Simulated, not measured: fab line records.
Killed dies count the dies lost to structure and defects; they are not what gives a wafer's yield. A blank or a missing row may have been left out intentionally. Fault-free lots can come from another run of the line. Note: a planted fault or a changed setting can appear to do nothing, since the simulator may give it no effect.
fab line records	flow gf180mcu
record lots=13	wafers=39	last-day=34
route steps=602 shown STI@14 VT_IMPLANT@119
lots with no fault: from the same line, run without faults
start-h: hours from the record's first day to the start of the lot's first wafer shown	wait-h: hours elapsed since this lot's preceding step	" the same as in the row above	L1.1+2: a row that stands for several wafers	- no value, or no start was given	* or withheld: withheld	< > ~ a bound
route shown NAME@n: names a module that has steps shown in the file, with the first one's number in the route	usual: mean/standard deviation taken from wafers without a fault	same: alike in all rows	chamber/n: place in a boat	sites: per-site readings	_std_site: how widely they spread, as a standard deviation	_edge_site: the outer-site mean with the inner-site mean subtracted	radius-mm: how far each site lies from the wafer's centre	mask NAME#n: copy n	behind: tool/chamber where the wafer was last shaped	hold: cause of the lot's hold/its duration in hours/its outcome	device: names the non-switching transistor (n, p or np)	end of line: tests of these same wafers at the route's end	where a step has no rows: the recipe by itself	killed: count of dies lost to structure and defects at first sort (not the wafer's yield)	map: shows each die of a wafer: x if killed, . if not, _ if none is there
set.NAME: the setting the step ran with; set.NAME@STEP: the setting that earlier step ran with	model.NAME: the simulator's own value behind a step, which no gauge read
the route's steps for a sample of lots (tables are steps, rows are wafers)
services: when a tool's chamber went out of use (start-h, in hours from the record's first day, below 0 if earlier), for how many hours, and the reason
## steps
# step GF_STI_ETCH_13
# recipe chemistry=CHF3/O2	stop-on=Si	over-etch-frac=0.3	target-depth-a=2823.1	source-w=600	bias-w=200	pressure-mtorr=40	chf3-flow-sccm=50	O2_flow_sccm=5	time-s=112.9
# usual drypump-motor-current-A=5.8/0.51	oes-product-au=0.834/0.0055	throttle-valve-pct=8.810/0.0099
# same time-s=112.9
lot.wafer	tool	chamber	start-h	wait-h	drypump-motor-current-A	oes-product-au	rf-hours-counter-h	throttle-valve-pct
L253.1	rie-diel-02	0	26.40	0.1	6.1	0.834	67	8.803
L253.4	"	1	"	"	5.4	0.828	154	8.807
L253.6	"	2	"	"	6.6	0.838	-	8.805
L254.1	rie-diel-04	0	30.65	0.1	5.0	0.827	1	8.813
L254.3	"	1	"	"	5.4	0.839	95	8.817
L254.5	"	3	"	"	5.6	0.836	-	8.816
L255.1	rie-diel-04	0	35.96	0.1	5.1	0.832	1	8.807
L255.4	"	2	"	"	5.3	0.839	8	8.813
L255.6	"	0	"	"	5.1	0.830	-	8.815
L259.3	rie-diel-01	3	56.20	0.1	5.7	0.820	85	8.819
L259.5	"	3	"	"	5.7	0.831	-	8.805
L259.6	"	0	"	"	6.4	0.825	-	8.822
L260.1	rie-diel-01	0	61.16	0.1	6.4	0.831	57	8.812
L260.3	"	1	"	"	5.6	0.836	17	8.796
L260.6	"	3	"	"	5.7	0.834	-	8.811
L261.3	rie-diel-04	2	68.00	0.1	5.3	0.833	8	8.813
L261.4	"	1	"	"	5.4	0.832	-	8.811
L261.5	"	2	"	"	5.2	0.833	-	8.816
L262.1	rie-diel-01	1	71.16	0.1	5.6	0.833	17	8.813
L262.4	"	3	"	"	5.7	0.831	86	8.818
L262.6	"	2	"	"	6.7	0.819	-	8.811
L268.3	rie-diel-04	0	102.71	0.1	5.0	0.831	3	8.789
L268.4	"	1	"	"	5.4	0.830	97	8.832
L268.6	"	0	"	"	5.0	0.838	-	8.823
L270.2	rie-diel-02	3	113.71	0.1	5.9	0.837	25	8.781
L270.4	"	0	"	"	6.0	0.824	70	8.797
L270.5	"	2	"	"	6.6	0.836	-	8.814
L272.1	rie-diel-01	1	123.16	0.1	5.6	0.834	18	8.812
L272.2	"	3	"	"	5.7	0.842	87	8.799
L272.6	"	2	"	"	6.6	0.832	-	8.808
L273.1	rie-diel-01	2	128.50	0.1	6.7	0.829	150	8.797
L273.2	"	0	"	"	6.4	0.834	59	8.817
L273.3	"	3	"	"	5.7	0.830	87	8.808
L274.1	rie-diel-02	3	133.35	0.1	5.9	0.838	26	8.799
L274.4	"	1	"	"	5.3	0.837	156	8.807
L274.6	"	1	"	"	5.4	0.834	-	8.804
L276.1	rie-diel-02	0	145.26	0.1	6.0	0.833	70	8.806
L276.3	"	1	"	"	5.3	0.831	157	8.816
L276.4	"	3	"	"	5.9	0.830	26	8.804
# step GF_STI_THK_MEAS_22
# recipe reads=SiO2_of_STI_OXIDATION_21
# usual STI_OXIDATION_01_THK=15.05/0.28
lot.wafer	tool	chamber	start-h	wait-h	STI_OXIDATION_01_THK[nm]
L253.1	film-metro-01	-	28.13	0.0	15.26
L253.4	"	-	"	"	15.31
L253.6	"	-	"	"	14.94
L254.1	film-metro-04	-	32.65	0.0	15.48
L254.3	"	-	"	"	15.31
L254.5	"	-	"	"	15.54
L255.1	film-metro-04	-	37.70	0.0	15.69
L255.4	"	-	"	"	15.45
L255.6	"	-	"	"	15.65
L259.3	film-metro-01	-	58.27	0.0	14.93
L259.5	"	-	"	"	14.89
L259.6	"	-	"	"	14.75
L260.1	film-metro-01	-	62.91	0.0	15.13
L260.3	"	-	"	"	15.22
L260.6	"	-	"	"	15.09
L261.3	film-metro-04	-	69.90	0.0	14.70
L261.4	"	-	"	"	14.55
L261.5	"	-	"	"	14.87
L262.1	film-metro-01	-	73.09	0.0	15.46
L262.4	"	-	"	"	15.49
L262.6	"	-	"	"	15.49
L268.3	film-metro-02	-	104.49	0.0	14.84
L268.4	"	-	"	"	14.80
L268.6	"	-	"	"	14.60
L270.2	film-metro-04	-	115.46	0.0	15.39
L270.4	"	-	"	"	15.20
L270.5	"	-	"	"	15.45
L272.1	film-metro-01	-	126.22	0.0	14.90
L272.2	"	-	"	"	15.25
L272.6	"	-	"	"	15.01
L273.1	film-metro-01	-	130.23	0.0	14.96
L273.2	"	-	"	"	14.84
L273.3	"	-	"	"	14.89
L274.1	film-metro-02	-	135.09	0.0	14.82
L274.4	"	-	"	"	15.00
L274.6	"	-	"	"	15.06
L276.1	film-metro-01	-	147.02	0.0	14.62
L276.3	"	-	"	"	14.74
L276.4	"	-	"	"	14.96
# step GF_VT_IMPLANT_OVL_MEAS_29
# usual VT_IMPLANT_02_OVL=0.2/1.1
lot.wafer	tool	chamber	start-h	wait-h	VT_IMPLANT_02_OVL[nm]
L253.1	overlay-02	-	143.18	0.1	2.7
L253.4	"	-	"	"	1.2
L253.6	"	-	"	"	2.0
L254.1	overlay-01	-	146.98	0.1	-1.4
L254.3	"	-	"	"	-2.4
L254.5	"	-	"	"	-1.9
L255.1	overlay-01	-	154.28	0.1	0.5
L255.4	"	-	"	"	-0.6
L255.6	"	-	"	"	0.0
L259.3	overlay-01	-	180.94	0.1	1.3
L259.5	"	-	"	"	1.1
L259.6	"	-	"	"	1.9
L260.1	overlay-02	-	185.53	0.1	0.4
L260.3	"	-	"	"	1.1
L260.6	"	-	"	"	1.2
L261.3	overlay-02	-	195.19	0.1	-0.1
L261.4	"	-	"	"	-0.4
L261.5	"	-	"	"	0.5
L262.1	overlay-01	-	198.77	0.1	-0.3
L262.4	"	-	"	"	0.5
L262.6	"	-	"	"	-1.4
L268.3	overlay-01	-	241.44	0.1	-0.8
L268.4	"	-	"	"	-1.8
L268.6	"	-	"	"	-0.9
L270.2	overlay-01	-	251.88	0.1	-0.1
L270.4	"	-	"	"	0.2
L270.5	"	-	"	"	-0.5
L272.1	overlay-02	-	265.83	0.1	1.1
L272.2	"	-	"	"	2.1
L272.6	"	-	"	"	1.0
L273.1	overlay-01	-	271.87	0.1	1.3
L273.2	"	-	"	"	1.0
L273.3	"	-	"	"	1.7
L274.1	overlay-02	-	280.17	0.1	2.7
L274.4	"	-	"	"	1.9
L274.6	"	-	"	"	0.7
L276.1	overlay-02	-	291.17	0.1	-1.0
L276.3	"	-	"	"	1.5
L276.4	"	-	"	"	-1.0
# step GF_VT_IMPLANT_IMPLANT_41
# recipe species=As	energy-kev=70	dose-cm2=1.013e+12	tilt-deg=7
# usual dose-ions-cm2=1.0129e+12/1e+09	faraday-current-uA=5.71/0.12	tilt-deg=7.007/0.021
lot.wafer	tool	chamber	start-h	wait-h	dose-ions-cm2	faraday-current-uA	tilt-deg
L253.1	implanter-04	0	158.61	0.0	1.0123e+12	5.93	7.012
L253.4	"	0	"	"	1.0131e+12	5.74	6.982
L253.6	"	0	"	"	1.0126e+12	5.75	7.012
L254.1	implanter-01	0	162.61	0.0	1.0121e+12	5.63	7.023
L254.3	"	0	"	"	1.0126e+12	5.54	7.003
L254.5	"	0	"	"	1.012e+12	5.71	7.001
L255.1	implanter-04	0	170.41	0.0	1.0139e+12	5.79	7.020
L255.4	"	0	"	"	1.0113e+12	5.99	7.017
L255.6	"	0	"	"	1.0125e+12	5.78	7.028
L259.3	implanter-03	0	198.21	0.1	1.0115e+12	5.62	7.020
L259.5	"	0	"	"	1.0126e+12	5.65	6.986
L259.6	"	0	"	"	1.0122e+12	5.89	7.049
L260.1	implanter-03	0	203.36	0.0	1.0132e+12	5.82	7.016
L260.3	"	0	"	"	1.0148e+12	5.75	7.019
L260.6	"	0	"	"	1.0147e+12	5.73	7.032
L261.3	implanter-04	0	212.36	0.1	1.0128e+12	5.55	7.014
L261.4	"	0	"	"	1.0144e+12	5.79	6.996
L261.5	"	0	"	"	1.0127e+12	5.63	7.016
L262.1	implanter-03	0	216.66	0.0	1.0124e+12	5.55	6.977
L262.4	"	0	"	"	1.0116e+12	5.69	7.004
L262.6	"	0	"	"	1.0131e+12	6.00	7.003
L268.3	implanter-04	0	261.11	0.1	9.396e+11	5.31	7.015
L268.4	"	0	"	"	9.399e+11	5.33	6.995
L268.6	"	0	"	"	9.383e+11	5.19	7.015
L270.2	implanter-04	0	270.79	0.0	9.38e+11	5.12	7.002
L270.4	"	0	"	"	9.393e+11	5.05	7.024
L270.5	"	0	"	"	9.378e+11	5.26	7.003
L272.1	implanter-03	0	288.22	0.1	1.0123e+12	5.54	7.010
L272.2	"	0	"	"	1.0108e+12	5.71	7.009
L272.6	"	0	"	"	1.0127e+12	5.85	7.022
L273.1	implanter-03	0	290.91	0.0	1.0146e+12	5.64	7.020
L273.2	"	0	"	"	1.0136e+12	5.61	7.022
L273.3	"	0	"	"	1.0121e+12	5.50	7.015
L274.1	implanter-03	0	299.21	0.0	1.0136e+12	5.63	6.982
L274.4	"	0	"	"	1.0148e+12	5.74	6.987
L274.6	"	0	"	"	1.0129e+12	5.71	6.984
L276.1	implanter-01	0	311.26	0.0	1.0109e+12	5.76	7.017
L276.3	"	0	"	"	1.0128e+12	5.72	6.987
L276.4	"	0	"	"	1.0131e+12	5.69	6.987
# step GF_VT_IMPLANT_TW_MEAS_43
# usual VT_IMPLANT_4_TW=689/4.9
lot.wafer	tool	chamber	start-h	wait-h	VT_IMPLANT_4_TW
L253.1	film-metro-03	-	158.89	0.1	691
L253.4	"	-	"	"	692
L253.6	"	-	"	"	694
L254.1	film-metro-02	-	162.86	0.1	689
L254.3	"	-	"	"	691
L254.5	"	-	"	"	688
L255.1	film-metro-02	-	170.66	0.1	689
L255.4	"	-	"	"	694
L255.6	"	-	"	"	696
L259.3	film-metro-04	-	198.43	0.1	676
L259.5	"	-	"	"	675
L259.6	"	-	"	"	679
L260.1	film-metro-04	-	203.61	0.1	680
L260.3	"	-	"	"	680
L260.6	"	-	"	"	679
L261.3	film-metro-02	-	212.58	0.1	690
L261.4	"	-	"	"	692
L261.5	"	-	"	"	691
L262.1	film-metro-04	-	216.91	0.1	683
L262.4	"	-	"	"	685
L262.6	"	-	"	"	680
L268.3	film-metro-03	-	261.33	0.1	678
L268.4	"	-	"	"	675
L268.6	"	-	"	"	671
L270.2	film-metro-02	-	271.02	0.1	674
L270.4	"	-	"	"	673
L270.5	"	-	"	"	674
L272.1	film-metro-04	-	288.47	0.1	687
L272.2	"	-	"	"	683
L272.6	"	-	"	"	682
L273.1	film-metro-02	-	291.16	0.1	688
L273.2	"	-	"	"	692
L273.3	"	-	"	"	686
L274.1	film-metro-03	-	299.46	0.1	694
L274.4	"	-	"	"	695
L274.6	"	-	"	"	694
L276.1	film-metro-02	-	311.51	0.1	688
L276.3	"	-	"	"	692
L276.4	"	-	"	"	688
## services
tool	chamber	start-h	hours	kind
rie-diel-01	-	12.66	2.8	pm
rie-diel-04	-	14.13	2.8	pm
rie-diel-04	0	25.86	1.6	repair
implanter-04	-	30.61	1.2	repair
implanter-04	-	31.72	3.0	repair
rie-diel-02	3	49.31	8.1	repair
rie-diel-01	-	59.67	1.3	repair
rie-diel-04	3	65.10	13.9	repair
rie-diel-01	-	79.96	5.4	repair
implanter-04	-	92.32	2.9	pm
implanter-03	-	93.29	4.5	pm
rie-diel-02	-	114.89	0.8	repair
rie-diel-02	1	129.92	2.6	repair
implanter-03	-	138.73	30.7	pm
rie-diel-04	1	161.30	31.5	repair
rie-diel-02	0	162.67	13.6	repair
rie-diel-04	2	166.95	4.9	repair
rie-diel-02	2	172.89	7.9	repair
implanter-04	-	187.55	3.7	pm
rie-diel-01	1	194.74	10.3	repair
rie-diel-04	-	240.00	14.6	pm
rie-diel-02	0	244.61	19.0	repair
rie-diel-01	1	249.19	5.0	repair
implanter-04	-	283.33	0.9	repair
## key
first-sign step=GF_VT_IMPLANT_IMPLANT_41	reading=dose-ions-cm2	direction=down	sigmas=73	usual=1.0129e+12	struck=9.388e+11
effect step=GF_VT_IMPLANT_IMPLANT_41	reading=faraday-current-uA	direction=down	sigmas=4.2	usual=5.71	struck=5.21
effect step=GF_VT_IMPLANT_TW_MEAS_43	reading=VT_IMPLANT_4_TW	direction=down	sigmas=3.1	usual=689	struck=674
met-at GF_VT_IMPLANT_IMPLANT_41
struck-lots L268,L270
tester-left-out L268,L270
not-acting-at GF_STI_ETCH_13,GF_STI_THK_MEAS_22,GF_VT_IMPLANT_OVL_MEAS_29
onset-between 212.36 261.11
fault kind=process-parameter-drift	tool=implanter-04	chamber=-	onset-h=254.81	steps=GF_VT_IMPLANT_IMPLANT_41	channel=dose-cm2	offset=-7.498e+10	shape=step	end-h=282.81	acts-in=these-recipes-only	stated=1.013e+12
# tester-left-out: of these lots the tester's yield and bins aren't shown, on N5 and GAA mostly nor the transistor test; their killed dies are dies lost to structure and defects alone, not to doping, threshold or leakage, so they don't give the yield
